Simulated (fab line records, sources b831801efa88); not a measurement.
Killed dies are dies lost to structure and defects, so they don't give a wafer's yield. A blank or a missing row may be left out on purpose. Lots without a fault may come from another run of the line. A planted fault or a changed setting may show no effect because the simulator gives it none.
fab line records | flow sfq_line
record lots=15 wafers=45 last_day=83
route steps=325 shown I3@146 M4@149 I4@174 JJ@188
lots that met no fault: from a run of the same line without faults
start_h: hours from the record's first day to the start of the lot's first wafer shown | wait_h: hours since the lot's step before | " the same as in the row above | L1.1+2: a row that stands for several wafers | - no value, or no start given | * or withheld: withheld | < > ~ a bound
route shown NAME@n: a module of which the file shows steps, and the number in the route of the first | usual: mean/standard deviation of fault-free wafers | same: alike in all rows | chamber/n: place in a boat | sites: the reading at each site | _std_site: their standard deviation | _edge_site: outer sites' mean less inner sites' | radius_mm: how far each site lies from the wafer's centre | mask NAME#n: copy n | behind: the tool/chamber that last shaped the wafer | hold: why the lot was held/for how many hours/how that ended | device: the transistor (n, p or np) that didn't switch | end of line: the same wafers' tests at the end of the route | a step without rows: its recipe alone | killed: dies lost to structure and defects at the first sort, not the wafer's yield | map: a wafer's dies, x killed, . not, _ none there
set.NAME: the setting as run; set.NAME@STEP: as run at that earlier step | model.NAME: the simulator's own value behind a step, which no gauge read
steps of the route over a sample of lots; a table a step, a row a wafer
services: from which hour (start_h, from the record's first day; less than 0 if before it) a tool's chamber was out of use, for how many hours, and why
## steps
# step SFQ_TRILAYER_I3_VIA_STRIP_STRIP_089
# recipe gas=O2 power_w=200 platen_temp_c=40 overash_fraction=0.65 chemistry=O2 pressure_mtorr=50
# usual drypump_motor_current_A=5.26/0.27 oes_product_au=1.000/0.0075
# same overash_fraction=0.65
# columns lot.wafer tool chamber start_h wait_h drypump_motor_current_A oes_product_au rf_hours_counter_h
L223.2 rie_metal-04 1 641.78 - 5.45 1.006 43
L223.4 " 0 " " 5.03 1.006 -
L223.5 " 0 " " 5.01 1.008 -
L226.1 rie_metal-04 1 795.12 - 5.45 1.000 61
L226.3 " 0 " " 5.04 1.011 -
L226.4 " 1 " " 5.47 1.004 -
L227.2 rie_metal-02 0 805.06 - 5.29 0.998 156
L227.5 " 1 " " 5.29 0.999 -
L227.6 " 0 " " 5.30 0.986 -
L231.1 rie_metal-02 1 855.78 - 5.30 0.994 43
L231.2 " 1 " " 5.28 0.990 -
L231.4 " 1 " " 5.25 0.991 -
L232.1 rie_metal-03 0 879.92 - 4.77 1.000 108
L232.2 " 1 " " 5.76 1.011 122
L232.6 " 0 " " 4.77 0.994 -
L233.3 rie_metal-04 1 884.92 - 5.46 0.998 -
L233.4 " 0 " " 5.02 0.999 -
L233.5 " 1 " " 5.47 1.004 -
L234.2 rie_metal-04 1 905.04 - 5.46 1.002 77
L234.3 " 0 " " 5.05 0.999 -
L234.5 " 1 " " 5.46 0.996 -
L236.1 rie_metal-02 1 912.24 - 5.27 0.997 54
L236.3 " 0 " " 5.28 1.001 -
L236.4 " 1 " " 5.29 0.994 -
L238.2 rie_metal-04 0 925.49 - 5.04 0.998 53
L238.4 " 0 " " 5.04 1.001 -
L238.6 " 1 " " 5.49 1.005 -
L241.1 rie_metal-02 0 955.86 - 5.29 1.007 16
L241.3 " 0 " " 5.29 1.006 -
L241.4 " 0 " " 5.28 0.990 -
L242.2 rie_metal-02 1 961.78 - 5.26 0.994 60
L242.3 " 1 " " 5.28 0.992 -
L242.4 " 0 " " 5.29 0.995 -
L243.3 rie_metal-04 0 971.68 - 5.04 0.996 -
L243.4 " 1 " " 5.47 1.005 -
L243.5 " 0 " " 5.02 0.999 -
L244.2 rie_metal-02 1 975.83 - 5.27 0.991 62
L244.4 " 1 " " 5.29 1.003 -
L244.5 " 0 " " 5.28 0.997 -
L245.1 rie_metal-02 0 978.23 - 5.28 1.000 20
L245.5 " 0 " " 5.30 0.995 -
L245.6 " 1 " " 5.30 0.996 -
L246.1 rie_metal-02 1 982.78 - 5.23 0.994 63
L246.3 " 1 " " 5.26 0.994 -
L246.5 " 1 " " 5.28 0.994 -
# step SFQ_TRILAYER_M4_DEP_SPUTTER_091
# recipe material=Nb base_pressure_pa=1.33e-06 chamber_pressure_pa=0.1333 substrate_temp_c=20 resputter_cathode_voltage_v=400 target_thk_nm=200 power_w=2000 time_s=133.3
# usual resputter_cathode_voltage_v=400/4.3 throttle_valve_pct=29.9/0.82
# columns lot.wafer tool chamber start_h wait_h resputter_cathode_voltage_v throttle_valve_pct
L223.2 pvd_sputter-03 - 642.59 0.0 401 30.3
L223.4 " - " " 398 29.0
L223.5 " - " " 402 30.3
L226.1 pvd_sputter-05 - 795.92 0.0 401 29.7
L226.3 " - " " 406 30.5
L226.4 " - " " 403 28.1
L227.2 pvd_sputter-04 - 805.87 0.0 406 31.0
L227.5 " - " " 405 28.2
L227.6 " - " " 405 30.7
L231.1 pvd_sputter-03 - 857.18 0.0 401 29.7
L231.2 " - " " 406 28.7
L231.4 " - " " 403 30.5
L232.1 pvd_sputter-05 - 880.73 0.0 401 30.4
L232.2 " - " " 399 30.4
L232.6 " - " " 396 30.2
L233.3 pvd_sputter-05 - 885.53 0.0 403 28.3
L233.4 " - " " 406 30.3
L233.5 " - " " 408 30.3
L234.2 pvd_sputter-05 - 905.87 0.0 401 29.8
L234.3 " - " " 400 30.3
L234.5 " - " " 398 29.8
L236.1 pvd_sputter-04 - 913.07 0.0 400 30.9
L236.3 " - " " 400 28.5
L236.4 " - " " 399 30.5
L238.2 pvd_sputter-03 - 926.30 0.0 407 30.5
L238.4 " - " " 388 30.3
L238.6 " - " " 405 29.6
L241.1 pvd_sputter-03 - 957.28 0.0 395 29.4
L241.3 " - " " 402 30.5
L241.4 " - " " 398 30.5
L242.2 pvd_sputter-04 - 962.60 0.0 403 30.9
L242.3 " - " " 393 30.7
L242.4 " - " " 403 28.5
L243.3 pvd_sputter-05 - 972.28 0.0 400 29.8
L243.4 " - " " 395 28.4
L243.5 " - " " 396 30.2
L244.2 pvd_sputter-04 - 976.63 0.0 404 30.6
L244.4 " - " " 397 28.5
L244.5 " - " " 404 30.7
L245.1 pvd_sputter-03 - 979.03 0.0 403 29.8
L245.5 " - " " 396 30.4
L245.6 " - " " 401 29.7
L246.1 pvd_sputter-04 - 983.58 0.0 402 30.8
L246.3 " - " " 401 28.4
L246.5 " - " " 408 28.5
# step SFQ_TRILAYER_M4_ETCH_METAL_ETCH_096
# recipe target=Nb stop_on=SiO2 mask_material=PR chemistry=Cl2/Ar target_depth_nm=240 icp_w=600 bias_w=80 pressure_mtorr=10 time_s=120
# usual bias_w=80.00/0.25 chamber_pressure_mTorr=9.998/0.0094 drypump_motor_current_A=5.30/0.16 oes_product_au=0.894/0.0058
# columns lot.wafer tool chamber start_h wait_h bias_w chamber_pressure_mTorr drypump_motor_current_A oes_product_au rf_hours_counter_h
L223.2 rie_metal-02 0 647.09 0.0 79.88 9.997 5.28 0.890 137
L223.4 " 1 " " 79.85 9.993 5.26 0.875 -
L223.5 " 1 " " 80.04 10.006 5.25 0.892 -
L226.1 rie_metal-02 0 802.12 0.0 79.62 10.001 5.30 0.900 156
L226.3 " 0 " " 79.79 9.996 5.29 0.894 -
L226.4 " 1 " " 79.81 9.969 5.29 0.903 -
L227.2 rie_metal-01 1 808.61 0.0 79.97 10.005 5.62 0.886 149
L227.5 " 0 " " 80.05 10.008 5.20 0.890 -
L227.6 " 1 " " 80.26 9.996 5.64 0.886 -
L231.1 rie_metal-01 0 861.14 0.1 80.34 10.004 5.22 0.888 18
L231.2 " 0 " " 80.32 10.019 5.21 0.898 -
L231.4 " 0 " " 80.14 9.983 5.21 0.901 -
L232.1 rie_metal-02 1 883.43 0.0 79.77 9.981 5.27 0.886 49
L232.2 " 0 " " 80.25 10.000 5.28 0.893 2
L232.6 " 0 " " 80.20 10.010 5.29 0.890 -
L233.3 rie_metal-02 0 888.47 0.1 80.18 9.994 5.28 0.896 -
L233.4 " 1 " " 80.16 10.013 5.28 0.900 -
L233.5 " 0 " " 79.94 9.998 5.29 0.897 -
L234.2 rie_metal-04 0 911.14 0.0 80.12 9.997 5.05 0.888 50
L234.3 " 1 " " 80.26 9.997 5.47 0.904 -
L234.5 " 0 " " 79.78 9.998 5.04 0.896 -
L236.1 rie_metal-04 0 919.34 0.0 80.07 10.000 4.99 0.906 52
L236.3 " 0 " " 80.00 9.996 4.99 0.903 -
L236.4 " 1 " " 79.79 10.004 5.44 0.901 -
L238.2 rie_metal-01 0 1064.38 0.0 79.91 10.012 5.22 0.888 52
L238.4 " 0 " " 79.97 9.994 5.19 0.892 -
L238.6 " 0 " " 79.86 10.002 5.19 0.885 -
L241.1 rie_metal-02 0 1096.78 0.0 80.39 10.000 5.30 0.890 34
L241.3 " 0 " " 80.00 9.991 5.29 0.902 -
L241.4 " 1 " " 80.14 9.999 5.29 0.898 -
L242.2 rie_metal-02 0 1105.18 0.0 79.66 9.984 5.27 0.888 36
L242.3 " 0 " " 79.62 10.005 5.27 0.901 -
L242.4 " 1 " " 80.15 9.987 5.26 0.894 -
L243.3 rie_metal-01 1 1116.02 0.1 79.72 10.003 5.61 0.889 -
L243.4 " 0 " " 80.23 10.003 5.19 0.899 -
L243.5 " 0 " " 80.20 10.003 5.22 0.895 -
L244.2 rie_metal-04 0 1120.78 0.0 79.82 10.009 5.05 0.894 82
L244.4 " 0 " " 79.93 9.985 5.04 0.903 -
L244.5 " 1 " " 80.29 10.008 5.45 0.903 -
L245.1 rie_metal-02 1 1124.38 0.0 79.48 9.994 5.28 0.891 82
L245.5 " 0 " " 80.10 10.011 5.29 0.890 -
L245.6 " 1 " " 79.81 9.992 5.25 0.891 -
L246.1 rie_metal-02 1 1129.18 0.0 79.84 9.986 5.25 0.890 83
L246.3 " 1 " " 79.98 9.999 5.28 0.897 -
L246.5 " 0 " " 79.98 9.999 5.29 0.888 -
# step SFQ_TRILAYER_I4_VIA_BARC_OPEN_VIA_ETCH_146
# recipe mask_material=PR chemistry=O2 target_depth_nm=125 target=BARC source_w=500 bias_w=80 pressure_mtorr=30 time_s=41.7
# usual bias_w=79.98/0.23 chamber_pressure_mTorr=30.000/0.025 drypump_motor_current_A=5.76/0.29 oes_product_au=0.685/0.0047
# columns lot.wafer tool chamber start_h wait_h bias_w chamber_pressure_mTorr drypump_motor_current_A oes_product_au rf_hours_counter_h
L223.2 rie_diel-01 1 814.74 0.0 79.75 30.037 5.59 0.687 9
L223.4 " 0 " " 79.70 29.980 5.99 0.685 10
L223.5 " 2 " " 80.05 30.003 5.57 0.684 -
L226.1 rie_diel-02 1 957.68 0.0 79.75 29.982 5.95 0.692 13
L226.3 " 2 " " 79.83 29.985 5.32 0.677 2
L226.4 " 0 " " 80.20 30.035 5.59 0.686 11
L227.2 rie_diel-01 3 969.68 0.0 80.09 29.989 5.70 0.686 1
L227.5 " 3 " " 79.70 30.023 5.67 0.684 -
L227.6 " 0 " " 79.76 30.035 6.01 0.681 -
L231.1 rie_diel-01 0 1023.52 0.0 - - - - -
L231.2 " 2 " " - - - - -
L231.4 " 2 " " - - - - -
L232.1 rie_diel-02 2 1043.92 0.0 - - - - -
L232.2 " 3 " " - - - - -
L232.6 " 2 " " - - - - -
L233.3 rie_diel-01 2 1046.32 0.0 - - - - -
L233.4 " 3 " " - - - - -
L233.5 " 3 " " - - - - -
L234.2 rie_diel-02 3 1059.52 0.0 80.27 29.971 6.44 0.689 9
L234.3 " 0 " " 79.61 29.979 5.56 0.684 12
L234.5 " 3 " " 80.04 29.960 6.48 0.688 -
L236.1 rie_diel-04 1 1075.12 0.0 80.12 29.986 6.08 0.689 7
L236.3 " 0 " " 79.66 30.006 5.50 0.687 5
L236.4 " 3 " " 79.95 29.991 5.92 0.690 20
L238.2 rie_diel-02 2 1087.25 0.0 79.60 30.018 5.31 0.682 4
L238.4 " 0 " " 79.69 29.992 5.54 0.687 13
L238.6 " 2 " " 79.99 30.000 5.29 0.684 -
L241.1 rie_diel-01 2 1105.54 0.0 79.92 30.005 5.57 0.680 13
L241.3 " 1 " " 79.91 30.013 5.59 0.677 14
L241.4 " 0 " " 79.63 30.046 6.01 0.687 16
L242.2 rie_diel-04 2 1112.77 0.0 80.33 30.014 5.99 0.682 18
L242.3 " 0 " " 79.80 30.003 5.50 0.683 6
L242.4 " 2 " " 80.33 29.971 5.99 0.686 -
L243.3 rie_diel-02 3 1125.43 0.0 79.80 29.970 6.46 0.684 10
L243.4 " 2 " " 80.20 30.024 5.29 0.682 5
L243.5 " 2 " " 79.77 30.025 5.28 0.684 -
L244.2 rie_diel-01 0 1131.43 0.0 80.25 30.003 6.04 0.688 17
L244.4 " 3 " " 80.51 30.028 5.71 0.688 4
L244.5 " 2 " " 80.15 29.951 5.55 0.683 -
L245.1 rie_diel-02 1 1135.03 0.0 80.07 29.978 5.96 0.689 17
L245.5 " 2 " " 79.51 29.947 5.32 0.691 -
L245.6 " 1 " " 80.13 29.993 5.97 0.691 -
L246.1 rie_diel-02 1 1138.63 0.0 80.05 29.942 5.96 0.684 17
L246.3 " 2 " " 79.84 29.991 5.30 0.688 5
L246.5 " 0 " " 79.62 29.982 5.49 0.686 -
# step SFQ_TRILAYER_I4_VIA_ETCH_VIA_ETCH_106
# recipe target=SiO2 stop_on=Nb mask_material=PR taper_deg=20 chemistry=CHF3 target_depth_nm=260 source_w=500 bias_w=80 pressure_mtorr=30 time_s=withheld
# usual bias_w=79.97/0.23 chamber_pressure_mTorr=29.998/0.028 drypump_motor_current_A=5.76/0.29 oes_product_au=0.855/0.005
# columns lot.wafer tool chamber start_h wait_h bias_w chamber_pressure_mTorr drypump_motor_current_A oes_product_au
L223.2 rie_diel-01 1 814.78 0.0 79.88 30.006 5.57 0.857
L223.4 " 0 " " 79.88 30.036 6.05 0.858
L223.5 " 2 " " 80.31 29.946 5.56 0.863
L226.1 rie_diel-02 1 957.72 0.0 80.15 29.962 5.96 0.862
L226.3 " 2 " " 79.98 30.003 5.28 0.858
L226.4 " 0 " " 80.24 30.036 5.61 0.854
L227.2 rie_diel-01 3 969.72 0.0 80.16 30.019 5.67 0.855
L227.5 " 3 " " 79.89 29.976 5.69 0.853
L227.6 " 0 " " 79.84 30.040 6.02 0.854
L231.1 rie_diel-01 0 1023.58 0.0 80.07 30.011 6.03 0.372
L231.2 " 2 " " 79.79 30.009 5.54 0.378
L231.4 " 2 " " 79.49 30.038 5.56 0.375
L232.1 rie_diel-02 2 1043.96 0.0 80.13 29.988 5.29 0.371
L232.2 " 3 " " 79.94 29.990 6.42 0.378
L232.6 " 2 " " 80.36 30.012 5.29 0.370
L233.3 rie_diel-01 2 1046.36 0.0 80.11 30.033 5.58 0.373
L233.4 " 3 " " 79.99 30.021 5.64 0.376
L233.5 " 3 " " 79.79 30.048 5.67 0.379
L234.2 rie_diel-02 3 1059.56 0.0 80.03 29.994 6.45 0.855
L234.3 " 0 " " 80.06 30.025 5.57 0.856
L234.5 " 3 " " 80.05 29.942 6.46 0.851
L236.1 rie_diel-04 1 1075.16 0.0 80.05 30.033 6.07 0.855
L236.3 " 0 " " 79.97 30.035 5.47 0.859
L236.4 " 3 " " 80.21 30.001 5.91 0.851
L238.2 rie_diel-02 2 1087.29 0.0 79.84 29.992 5.29 0.847
L238.4 " 0 " " 80.04 29.925 5.52 0.854
L238.6 " 2 " " 79.77 30.014 5.30 0.856
L241.1 rie_diel-01 2 1105.58 0.0 80.24 30.006 5.55 0.855
L241.3 " 1 " " 80.09 29.948 5.61 0.857
L241.4 " 0 " " 80.36 30.052 6.03 0.854
L242.2 rie_diel-04 2 1112.81 0.0 79.88 29.984 5.95 0.857
L242.3 " 0 " " 80.00 30.020 5.51 0.850
L242.4 " 2 " " 79.58 29.999 5.96 0.849
L243.3 rie_diel-02 3 1125.47 0.0 79.69 30.006 6.42 0.852
L243.4 " 2 " " 79.75 30.041 5.30 0.851
L243.5 " 2 " " 80.19 30.006 5.31 0.840
L244.2 rie_diel-01 0 1131.47 0.0 80.22 29.987 6.03 0.850
L244.4 " 3 " " 80.33 29.978 5.70 0.844
L244.5 " 2 " " 79.97 30.056 5.53 0.851
L245.1 rie_diel-02 1 1135.07 0.0 80.60 30.020 5.96 0.853
L245.5 " 2 " " 80.07 29.992 5.28 0.862
L245.6 " 1 " " 80.52 29.993 5.96 0.863
L246.1 rie_diel-02 1 1138.67 0.0 80.21 29.994 5.96 0.851
L246.3 " 2 " " 79.71 29.969 5.27 0.860
L246.5 " 0 " " 80.21 29.966 5.55 0.850
# step SFQ_TRILAYER_JJ_CE_LITHO_EXPOSE_115
# recipe mask_id=J5 na=0.6 source_shape=conventional sigma_outer=0.65 target_cd_nm=700 dose_mj=14.4
# usual exposure_dose_mJ_cm2=14.397/0.013 focus_offset_nm=0.1/0.59
# columns lot.wafer tool chamber start_h wait_h mask exposure_dose_mJ_cm2 focus_offset_nm
L223.2 krf_scanner-02 0 965.95 - J5#0 14.386 0.3
L223.4 " 0 " " J5#0 14.394 0.3
L223.5 " 0 " " J5#0 14.402 -0.8
L226.1 krf_scanner-01 0 1099.99 - J5#0 14.405 -0.5
L226.3 " 0 " " J5#0 14.423 0.3
L226.4 " 0 " " J5#0 14.407 0.2
L227.2 krf_scanner-01 0 1113.39 - J5#0 14.413 0.8
L227.5 " 0 " " J5#0 14.411 -0.6
L227.6 " 0 " " J5#0 14.416 0.4
L231.1 krf_scanner-01 - 1166.34 - J5#0 - -
L231.2 " - " " J5#0 - -
L231.4 " - " " J5#0 - -
L232.1 krf_scanner-01 - 1193.44 - J5#0 - -
L232.2 " - " " J5#0 - -
L232.6 " - " " J5#0 - -
L233.3 krf_scanner-01 - 1198.64 - J5#0 - -
L233.4 " - " " J5#0 - -
L233.5 " - " " J5#0 - -
L234.2 krf_scanner-02 0 1209.68 - J5#0 14.401 0.5
L234.3 " 0 " " J5#0 14.382 0.7
L234.5 " 0 " " J5#0 14.405 0.3
L236.1 krf_scanner-02 0 1219.08 - J5#0 14.392 1.0
L236.3 " 0 " " J5#0 14.404 0.4
L236.4 " 0 " " J5#0 14.419 0.2
L238.2 krf_scanner-02 0 1230.08 - J5#0 14.382 0.5
L238.4 " 0 " " J5#0 14.365 0.6
L238.6 " 0 " " J5#0 14.398 0.3
L241.1 krf_scanner-01 0 1246.00 - J5#0 14.393 -0.1
L241.3 " 0 " " J5#0 14.407 0.8
L241.4 " 0 " " J5#0 14.405 0.6
L242.2 krf_scanner-01 0 1251.00 - J5#0 14.408 -0.4
L242.3 " 0 " " J5#0 14.413 0.1
L242.4 " 0 " " J5#0 14.405 0.7
L243.3 krf_scanner-01 0 1257.20 - J5#0 14.410 -0.9
L243.4 " 0 " " J5#0 14.401 -0.7
L243.5 " 0 " " J5#0 14.400 0.0
L244.2 krf_scanner-01 0 1263.00 - J5#0 14.390 -0.3
L244.4 " 0 " " J5#0 14.380 0.4
L244.5 " 0 " " J5#0 14.390 0.3
L245.1 krf_scanner-01 0 1267.60 - J5#0 14.411 0.1
L245.5 " 0 " " J5#0 14.402 -0.3
L245.6 " 0 " " J5#0 14.395 0.1
L246.1 krf_scanner-01 0 1272.40 - J5#0 14.406 0.5
L246.3 " 0 " " J5#0 14.408 0.4
L246.5 " 0 " " J5#0 14.396 1.4
## services
# columns tool chamber start_h hours kind
rie_metal-02 - 621.31 2.0 repair
rie_diel-02 - 658.16 0.9 repair
rie_diel-02 - 677.30 0.1 repair
rie_metal-02 - 694.35 1.8 repair
rie_diel-02 - 802.90 28.1 pm
rie_diel-02 - 838.25 1.1 repair
rie_diel-02 3 841.34 23.0 repair
rie_diel-01 1 852.06 4.2 repair
rie_diel-02 2 863.13 4.4 repair
rie_diel-01 1 870.17 11.3 repair
rie_diel-01 3 884.73 6.7 repair
rie_diel-02 1 885.46 10.5 repair
rie_diel-02 3 899.40 4.5 repair
rie_diel-01 3 899.66 12.0 repair
rie_diel-01 1 907.24 18.6 repair
rie_metal-02 1 940.05 16.2 repair
rie_diel-02 0 983.64 6.1 repair
rie_diel-02 2 991.13 27.9 repair
rie_diel-02 0 1032.86 7.5 repair
rie_diel-02 1 1071.80 4.3 repair
rie_metal-02 0 1079.84 5.7 repair
rie_metal-02 - 1097.85 1.4 pm
rie_diel-02 1 1243.08 4.9 repair
rie_diel-02 1 1248.67 2.7 repair
## key
first_sign step=SFQ_TRILAYER_I4_VIA_BARC_OPEN_VIA_ETCH_146 reading=tool_record direction=missing
effect step=SFQ_TRILAYER_I4_VIA_ETCH_VIA_ETCH_106 reading=oes_product_au direction=down sigmas=95 usual=0.855 struck=0.375
effect step=SFQ_TRILAYER_JJ_CE_LITHO_EXPOSE_115 reading=tool_record direction=missing
met_at SFQ_TRILAYER_I4_VIA_BARC_OPEN_VIA_ETCH_146
struck_lots L231,L232,L233
not_acting_at SFQ_TRILAYER_I3_VIA_STRIP_STRIP_089,SFQ_TRILAYER_M4_DEP_SPUTTER_091,SFQ_TRILAYER_M4_ETCH_METAL_ETCH_096
onset_between 969.68 1023.52
fault kind=skipped_step_whole tool=rie_diel-01,rie_diel-02 chamber=- onset_h=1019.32 steps=SFQ_TRILAYER_I4_VIA_BARC_OPEN_VIA_ETCH_146 scope=struck_lots_only
